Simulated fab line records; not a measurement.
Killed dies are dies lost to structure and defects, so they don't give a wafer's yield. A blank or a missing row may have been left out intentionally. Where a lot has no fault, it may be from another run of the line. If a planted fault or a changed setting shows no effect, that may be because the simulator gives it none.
fab line records -- flow sky130
[record] lots = 6, wafers = 18, lastDay = 50
route steps=708 shown POLY_GATE@234 LDD_N@237 PAD_OPEN@708
lots untouched by any fault: they come from a run of this same line in which no faults occurred
startH: start of the lot's first displayed wafer, in hours after the record's first day -- waitH: hours elapsed since this lot's preceding step -- " as in the row above -- L1.1+2: several wafers, shown together as one row -- - no value, or no start given -- * or withheld: withheld -- < > ~ a bound
route shown NAME@n: NAME is a module with steps in the file, n the number in the route of the first one -- usual: average and standard deviation across the fault-free wafers -- same: alike in all rows -- chamber/n: place in a boat -- sites: each site's reading -- _std_site: their standard deviation -- _edge_site: inner sites' mean taken away from outer sites' mean -- radiusMm: how far each site lies from the wafer's centre -- mask NAME#n: copy n -- behind: the last tool/chamber to shape the wafer -- hold: why the lot went on hold/how many hours it stayed there/how the hold came to an end -- device: whichever transistor did not switch (one of n, p or np) -- end of line: the route-end tests of the same wafers -- where a step has no rows: the recipe by itself -- killed: not the wafer's yield, but the dies lost to structure and defects at the first sort -- map: a wafer's dies, marking killed ones x, the rest . and places with no die _
set.NAME: the setting as run; set.NAME@STEP: as run at that earlier step -- model.NAME: the simulator's own value behind a step, which no gauge read
a table for each step, a row for each wafer; lots at some steps of the route
services: the hour from which a tool's chamber was out of use, counted from the record's first day as startH (under 0 if before that day), plus the number of hours and why
[[steps]]
[step SKY_POLY_GATE_OXIDATION_20]
[recipe] tempC = 850, ambient = O2, stabiliseS = 600, purgeS = 300, targetThkA = 40, oxTimeS = 899
[step SKY_POLY_GATE_THK_MEAS_21]
[recipe] reads = SiO2_of_POLY_GATE_OXIDATION_20
[usual] POLY_GATE_OXIDATION_THK = 4.01/0.072
lot.wafer,tool,chamber,startH,waitH,POLY_GATE_OXIDATION_THK[nm]
L490.1,filmMetro-02,-,372.72,0.0,4.00
L490.2,filmMetro-02,-,372.72,0.0,3.91
L490.4,filmMetro-02,-,372.72,0.0,3.95
L497.2,filmMetro-02,-,432.99,0.0,3.92
L497.3,filmMetro-02,-,432.99,0.0,3.89
L497.6,filmMetro-02,-,432.99,0.0,3.92
L501.4,filmMetro-02,-,468.61,0.0,4.14
L501.5,filmMetro-02,-,468.61,0.0,4.11
L501.6,filmMetro-02,-,468.61,0.0,4.11
L503.1,filmMetro-01,-,490.59,0.0,4.04
L503.2,filmMetro-01,-,490.59,0.0,4.07
L503.5,filmMetro-01,-,490.59,0.0,4.02
L507.1,filmMetro-02,-,536.01,0.0,3.96
L507.2,filmMetro-02,-,536.01,0.0,4.09
L507.3,filmMetro-02,-,536.01,0.0,4.04
L513.2,filmMetro-02,-,569.60,0.0,3.93
L513.4,filmMetro-02,-,569.60,0.0,4.01
L513.6,filmMetro-02,-,569.60,0.0,3.96
[step SKY_POLY_GATE_CD_MEAS_22]
[usual] cdNm = 151.0/2
lot.wafer,tool,chamber,startH,waitH,cdNm
L490.1,cdSem-02,-,372.78,0.1,147.0
L490.2,cdSem-02,-,372.78,0.1,146.8
L490.4,cdSem-02,-,372.78,0.1,146.3
L497.2,cdSem-02,-,433.07,0.1,149.7
L497.3,cdSem-02,-,433.07,0.1,147.7
L497.6,cdSem-02,-,433.07,0.1,148.5
L501.4,cdSem-01,-,468.73,0.1,150.9
L501.5,cdSem-01,-,468.73,0.1,152.5
L501.6,cdSem-01,-,468.73,0.1,151.3
L503.1,cdSem-02,-,490.65,0.1,148.5
L503.2,cdSem-02,-,490.65,0.1,148.2
L503.5,cdSem-02,-,490.65,0.1,151.3
L507.1,cdSem-02,-,536.07,0.1,151.7
L507.2,cdSem-02,-,536.07,0.1,151.7
L507.3,cdSem-02,-,536.07,0.1,149.8
L513.2,cdSem-01,-,569.68,0.1,151.3
L513.4,cdSem-01,-,569.68,0.1,150.8
L513.6,cdSem-01,-,569.68,0.1,150.9
[step SKY_LDD_N_DEHYDRATE_00]
[recipe] tempC = 200, timeS = 60
[step SKY_LDD_N_HMDS_01]
[recipe] primeTimeS = 60, primeTempC = 120
[step SKY_LDD_N_COAT_02]
[recipe] resist = NOVOLAK, spinRpm = 3000, resistThkNm = 300
[step SKY_LDD_N_SOFTBAKE_03]
[recipe] tempC = 90, timeS = 60, resist = NOVOLAK
[step SKY_LDD_N_EXPOSE_04]
[recipe] maskId = NTM, targetCdNm = 840, na = 0.6, sourceShape = conventional, sigmaOuter = 0.6, doseMj = 110
[step SKY_LDD_N_PEB_05]
[recipe] tempC = withheld, timeS = *, resist = NOVOLAK
[step SKY_LDD_N_DEVELOP_06]
[recipe] developTimeS = 60, devTempC = 23
[step SKY_LDD_N_OVL_MEAS_07]
[usual] LDD_N_OVL = -0.1/1.3
lot.wafer,tool,chamber,startH,waitH,LDD_N_OVL[nm]
L490.1,overlay-02,-,401.69,0.1,-0.8
L490.2,overlay-02,-,401.69,0.1,-1.9
L490.4,overlay-02,-,401.69,0.1,-1.6
L497.2,overlay-01,-,464.20,0.1,2.8
L497.3,overlay-01,-,464.20,0.1,2.9
L497.6,overlay-01,-,464.20,0.1,-0.1
L501.4,overlay-02,-,499.26,0.1,0.5
L501.5,overlay-02,-,499.26,0.1,1.8
L501.6,overlay-02,-,499.26,0.1,1.9
L503.1,overlay-01,-,520.84,0.1,0.1
L503.2,overlay-01,-,520.84,0.1,-1.0
L503.5,overlay-01,-,520.84,0.1,0.1
L507.1,overlay-01,-,565.74,0.1,-1.8
L507.2,overlay-01,-,565.74,0.1,-1.5
L507.3,overlay-01,-,565.74,0.1,-3.3
L513.2,overlay-02,-,599.20,0.1,1.2
L513.4,overlay-02,-,599.20,0.1,1.4
L513.6,overlay-02,-,599.20,0.1,0.3
[step SKY_LDD_N_IMPLANT_08]
[recipe] species = As, energyKev = 20, doseCm2 = 7.5e+13, tiltDeg = withheld, rotationDeg = 23
[step SKY_LDD_N_IMPLANT_09]
[recipe] species = As, energyKev = 20, doseCm2 = 7.5e+13, tiltDeg = withheld, rotationDeg = 113
[usual] rotationDeg = 113.00/0.023
lot.wafer,tool,chamber,startH,waitH,rotationDeg
L490.1,implanter-03,0,401.88,0.1,113.00
L490.2,implanter-03,0,401.88,0.1,113.02
L490.4,implanter-03,0,401.88,0.1,113.02
L497.2,implanter-01,0,464.40,0.1,112.99
L497.3,implanter-01,0,464.40,0.1,113.03
L497.6,implanter-01,0,464.40,0.1,113.01
L501.4,implanter-01,0,499.50,0.1,299.58
L501.5,implanter-01,0,499.50,0.1,299.52
L501.6,implanter-01,0,499.50,0.1,299.57
L503.1,implanter-01,0,521.02,0.1,299.56
L503.2,implanter-01,0,521.02,0.1,299.62
L503.5,implanter-01,0,521.02,0.1,299.55
L507.1,implanter-02,0,565.93,0.1,112.96
L507.2,implanter-02,0,565.93,0.1,112.99
L507.3,implanter-02,0,565.93,0.1,112.95
L513.2,implanter-02,0,599.41,0.1,112.98
L513.4,implanter-02,0,599.41,0.1,113.00
L513.6,implanter-02,0,599.41,0.1,112.97
[step SKY_LDD_N_IMPLANT_10]
[recipe] species = As, energyKev = 20, doseCm2 = 7.5e+13, tiltDeg = withheld, rotationDeg = 203
[step SKY_PAD_OPEN_PROBE_99]
[usual] killed_at_M0_to_M3 = 43/7.3, killed_at_M4_up = 3.1/1.8, killedAtContacts = 24/5.4, killedAtFrontEnd = 15/4.1, killedAtOther = 0.2/0.52, killedDies = 86/10, killedOpen = 47/7.3, killedShort = 39/6.4
[same] grossDies = 492, killedAtBackSide = 0
lot.wafer,tool,chamber,startH,waitH,killed_at_M0_to_M3,killed_at_M4_up,killedAtContacts,killedAtFrontEnd,killedAtOther,killedDies,killedOpen,killedShort,model.etest.nfet_01v8_swapped.vtSatV
L490.1,prober-01,-,1074.88,0.1,41,2,28,15,1,87,46,41,0.6573
L490.2,prober-01,-,1074.93,0.1,40,3,25,7,0,75,50,25,0.6594
L490.4,prober-01,-,1075.03,0.2,44,1,15,14,0,74,33,40,0.6631
L497.2,prober-02,-,1117.11,0.1,49,4,33,18,1,105,62,43,0.6567
L497.3,prober-02,-,1117.16,0.2,48,3,23,17,0,91,51,40,0.6614
L497.6,prober-02,-,1117.31,0.2,43,2,33,12,0,90,52,38,0.6631
L501.4,prober-02,-,1142.25,0.2,43,3,27,10,0,83,49,34,0.6514
L501.5,prober-02,-,1142.30,0.2,38,3,23,14,0,78,40,38,0.6601
L501.6,prober-02,-,1142.35,0.2,35,2,38,15,0,90,43,47,0.6559
L503.1,prober-02,-,1151.97,0.1,41,3,24,15,0,83,50,33,0.6622
L503.2,prober-02,-,1152.02,0.1,30,2,20,18,0,70,30,40,0.6627
L503.5,prober-02,-,1152.17,0.2,51,5,15,12,0,83,34,49,0.666
L507.1,prober-01,-,1178.60,0.1,33,1,20,12,0,66,36,29,0.6403
L507.2,prober-01,-,1178.65,0.1,41,0,33,11,0,85,46,39,0.645
L507.3,prober-01,-,1178.70,0.2,51,4,29,11,0,95,54,41,0.639
L513.2,prober-02,-,1195.56,0.1,41,1,21,9,2,74,36,38,0.6431
L513.4,prober-02,-,1195.66,0.2,42,2,19,9,0,72,39,33,0.639
L513.6,prober-02,-,1195.76,0.2,40,3,28,14,0,85,47,38,0.6418
// killed by level:class
L490.1 CONTACT:geometricParticle:open=12 VIA1:geometricParticle:short=9 VIA1:geometricParticle:open=9 VIA2:geometricParticle:open=8 CONTACT:geometricParticle:short=8 METAL1:geometricParticle:short=5 FIELD_ISO:geometricParticle:open=4 FIELD_ISO:geometricParticle:short=3
L490.2 CONTACT:geometricParticle:open=11 VIA1:geometricParticle:open=11 VIA1:geometricParticle:short=8 LI_CONTACT:geometricParticle:open=8 VIA2:geometricParticle:open=6 METAL2:geometricParticle:short=4 VIA3:geometricParticle:open=4 METAL3:geometricParticle:short=3
L490.4 VIA1:geometricParticle:short=8 METAL2:geometricParticle:short=8 VIA1:geometricParticle:open=7 LI_CONTACT:geometricParticle:open=6 METAL1:geometricParticle:open=5 METAL3:geometricParticle:short=4 CONTACT:geometricParticle:short=4 FIELD_ISO:geometricParticle:short=3
L497.2 CONTACT:geometricParticle:open=13 VIA1:geometricParticle:open=11 LI_CONTACT:geometricParticle:open=11 METAL3:geometricParticle:short=8 FIELD_ISO:geometricParticle:open=7 VIA1:geometricParticle:short=7 VIA3:geometricParticle:open=6 VIA2:geometricParticle:open=5
L497.3 VIA1:geometricParticle:open=13 CONTACT:geometricParticle:open=10 VIA3:geometricParticle:open=8 CONTACT:geometricParticle:short=7 FIELD_ISO:geometricParticle:open=6 VIA1:geometricParticle:short=5 METAL2:geometricParticle:short=5 POLY_GATE:geometricParticle:short=4
L497.6 CONTACT:geometricParticle:open=15 VIA1:geometricParticle:open=8 FIELD_ISO:geometricParticle:open=6 VIA3:geometricParticle:short=6 LI_CONTACT:geometricParticle:open=6 VIA3:geometricParticle:open=6 CONTACT:geometricParticle:short=6 METAL1:geometricParticle:short=5
L501.4 VIA3:geometricParticle:open=10 CONTACT:geometricParticle:open=9 VIA2:geometricParticle:open=8 LI_CONTACT:geometricParticle:open=7 CONTACT:geometricParticle:short=6 VIA1:geometricParticle:open=5 METAL2:geometricParticle:short=5 VIA2:geometricParticle:short=5
L501.5 LI_CONTACT:geometricParticle:open=9 VIA1:geometricParticle:open=8 CONTACT:geometricParticle:open=6 VIA2:geometricParticle:open=6 FIELD_ISO:geometricParticle:short=5 METAL1:geometricParticle:short=5 VIA1:geometricParticle:short=5 LOCAL_INTERCONNECT:geometricParticle:short=4
L501.6 CONTACT:geometricParticle:open=13 METAL1:geometricParticle:short=9 CONTACT:geometricParticle:short=7 FIELD_ISO:geometricParticle:short=6 LOCAL_INTERCONNECT:geometricParticle:short=6 VIA2:geometricParticle:open=6 LI_CONTACT:geometricParticle:open=5 VIA1:geometricParticle:open=5
L503.1 VIA3:geometricParticle:open=12 CONTACT:geometricParticle:open=9 VIA2:geometricParticle:open=8 LI_CONTACT:geometricParticle:open=7 FIELD_ISO:geometricParticle:open=6 VIA1:geometricParticle:short=5 METAL2:geometricParticle:short=4 LI_CONTACT:geometricParticle:short=3
L503.2 CONTACT:geometricParticle:short=7 FIELD_ISO:geometricParticle:short=6 VIA1:geometricParticle:open=6 LOCAL_INTERCONNECT:geometricParticle:short=6 VIA3:geometricParticle:open=5 POLY_GATE:geometricParticle:open=4 CONTACT:geometricParticle:open=4 VIA1:geometricParticle:short=4
L503.5 VIA2:geometricParticle:open=7 VIA3:geometricParticle:open=7 VIA3:geometricParticle:short=7 CONTACT:geometricParticle:open=6 METAL1:geometricParticle:short=6 VIA1:geometricParticle:short=6 METAL4:geometricParticle:short=5 METAL2:geometricParticle:short=5
L507.1 VIA1:geometricParticle:open=9 LI_CONTACT:geometricParticle:open=7 VIA1:geometricParticle:short=6 METAL2:geometricParticle:short=5 CONTACT:geometricParticle:open=5 FIELD_ISO:geometricParticle:short=4 LOCAL_INTERCONNECT:geometricParticle:short=4 CONTACT:geometricParticle:short=3
L507.2 CONTACT:geometricParticle:open=11 VIA1:geometricParticle:open=8 VIA3:geometricParticle:open=7 LOCAL_INTERCONNECT:geometricParticle:short=6 CONTACT:geometricParticle:short=5 LI_CONTACT:geometricParticle:open=5 LI_CONTACT:geometricParticle:short=5 VIA2:geometricParticle:short=5
L507.3 VIA1:geometricParticle:open=16 CONTACT:geometricParticle:open=14 VIA1:geometricParticle:short=7 VIA2:geometricParticle:open=7 METAL3:geometricParticle:short=6 LOCAL_INTERCONNECT:geometricParticle:short=5 CONTACT:geometricParticle:short=5 METAL2:geometricParticle:short=5
L513.2 LI_CONTACT:geometricParticle:open=9 CONTACT:geometricParticle:open=8 METAL1:geometricParticle:short=8 VIA1:geometricParticle:open=5 VIA1:geometricParticle:short=5 METAL3:geometricParticle:short=5 FIELD_ISO:geometricParticle:short=3 VIA3:geometricParticle:open=3
L513.4 VIA2:geometricParticle:open=10 VIA1:geometricParticle:open=9 CONTACT:geometricParticle:open=6 METAL2:geometricParticle:short=6 METAL3:geometricParticle:short=4 FIELD_ISO:geometricParticle:short=4 VIA2:geometricParticle:short=4 CONTACT:geometricParticle:short=4
L513.6 CONTACT:geometricParticle:open=12 VIA2:geometricParticle:open=10 LI_CONTACT:geometricParticle:open=7 VIA1:geometricParticle:open=7 CONTACT:geometricParticle:short=5 METAL2:geometricParticle:short=5 FIELD_ISO:geometricParticle:short=4 METAL1:geometricParticle:short=4
[[services]]
tool,chamber,startH,hours,kind
implanter-02,-,394.73,6.7,pm
implanter-03,-,420.01,2.3,repair
implanter-01,-,456.49,6.4,repair
implanter-03,-,461.44,5.3,pm
implanter-02,-,510.49,1.0,repair
implanter-01,-,522.30,2.5,repair
implanter-02,-,539.66,1.3,repair
implanter-03,-,543.57,42.0,pm
[[key]]
[firstSign] step = SKY_LDD_N_IMPLANT_09, reading = rotationDeg, direction = up, sigmas = 99+, usual = 113.00, struck = 299.57
effect none on later readings
[modelEffect] step = SKY_PAD_OPEN_PROBE_99, value = etest.nfet_01v8_swapped.vtSatV, without = 0.6411, struck = 0.6597
metAt SKY_LDD_N_IMPLANT_09
struckWafers L501.4,L501.5,L501.6,L503.1,L503.2,L503.5
testerLeftOut L501,L503
onsetBetween 464.40 499.50
[fault] kind = processParameterDrift, tool = implanter-01, chamber = -, onsetH = 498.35, steps = SKY_LDD_N_IMPLANT_09, channel = rotationDeg, offset = 186.55, shape = step, endH = 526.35, actsIn = theseRecipesOnly, stated = 113
// testerLeftOut: of these lots the tester's yield and bins aren't shown, on N5 and GAA mostly nor the transistor test; their killed dies are dies lost to structure and defects alone, not to doping, threshold or leakage, so they don't give the yield
